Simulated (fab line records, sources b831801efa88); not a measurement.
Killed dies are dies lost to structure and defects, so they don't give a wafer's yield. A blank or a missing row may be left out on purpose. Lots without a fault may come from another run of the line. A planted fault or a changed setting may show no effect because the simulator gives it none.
One fault seen from 2 desks | flow gf180mcu | each desk has only its own numbers; what lay behind them comes last

THE METROLOGY DESK
What the gauges read, lot by lot, whatever tool the lot ran on: means of the sampled wafers that have a number. A lot is out of limits, marked OUT, if its mean lies more than 4 standard deviations from the usual mean; the brackets give that distance.
Columns: A = PASSIVATION_CVD_00_THK at GF_PASSIVATION_THK_MEAS_01, usual 995 nm
lot  | first seen here | A
L323 | day 28 13:04    | 992
L324 | day 28 16:07    | 985
L326 | day 29 11:38    | 996
L327 | day 29 20:11    | 1017
L329 | day 30 08:59    | 995
L330 | day 30 11:44    | 1003
L331 | day 30 15:10    | 1013
L332 | day 31 06:37    | 974
L334 | day 31 16:52    | 989
L335 | day 31 22:32    | 993
L339 | day 32 21:28    | 975
L340 | day 33 02:31    | 990
L344 | day 34 02:58    | 1009
This desk's finding: nothing out of limits on any of the 13 lots.

THE TOOL OWNER'S DESK: pecvd-02
The tool's own readings at GF_SAB_CVD_00 (deposits SiO2 from TEOS, target thk 50 nm, time 4.9302 s): means of the sampled wafers that have a number, for each lot that ran on this tool. A lot is out of limits, marked OUT, if its mean lies more than 4 standard deviations from the usual mean; the brackets give that distance.
Columns: A = heater_power_w at GF_SAB_CVD_00, usual 632 W
lot  | first seen here | A
L324 | day 14 20:41    | 525
L326 | day 15 16:56    | 652
L327 | day 16 03:01    | 707
L334 | day 18 13:02    | 565
L335 | day 18 20:26    | 608
L339 | day 20 05:47    | 628
This desk's finding: nothing out of limits on any of the 6 lots.

PUT TOGETHER
The metrology desk saw nothing out of limits.
The tool owner's desk saw nothing out of limits.

WHAT THE SIMULATOR HAD PUT IN
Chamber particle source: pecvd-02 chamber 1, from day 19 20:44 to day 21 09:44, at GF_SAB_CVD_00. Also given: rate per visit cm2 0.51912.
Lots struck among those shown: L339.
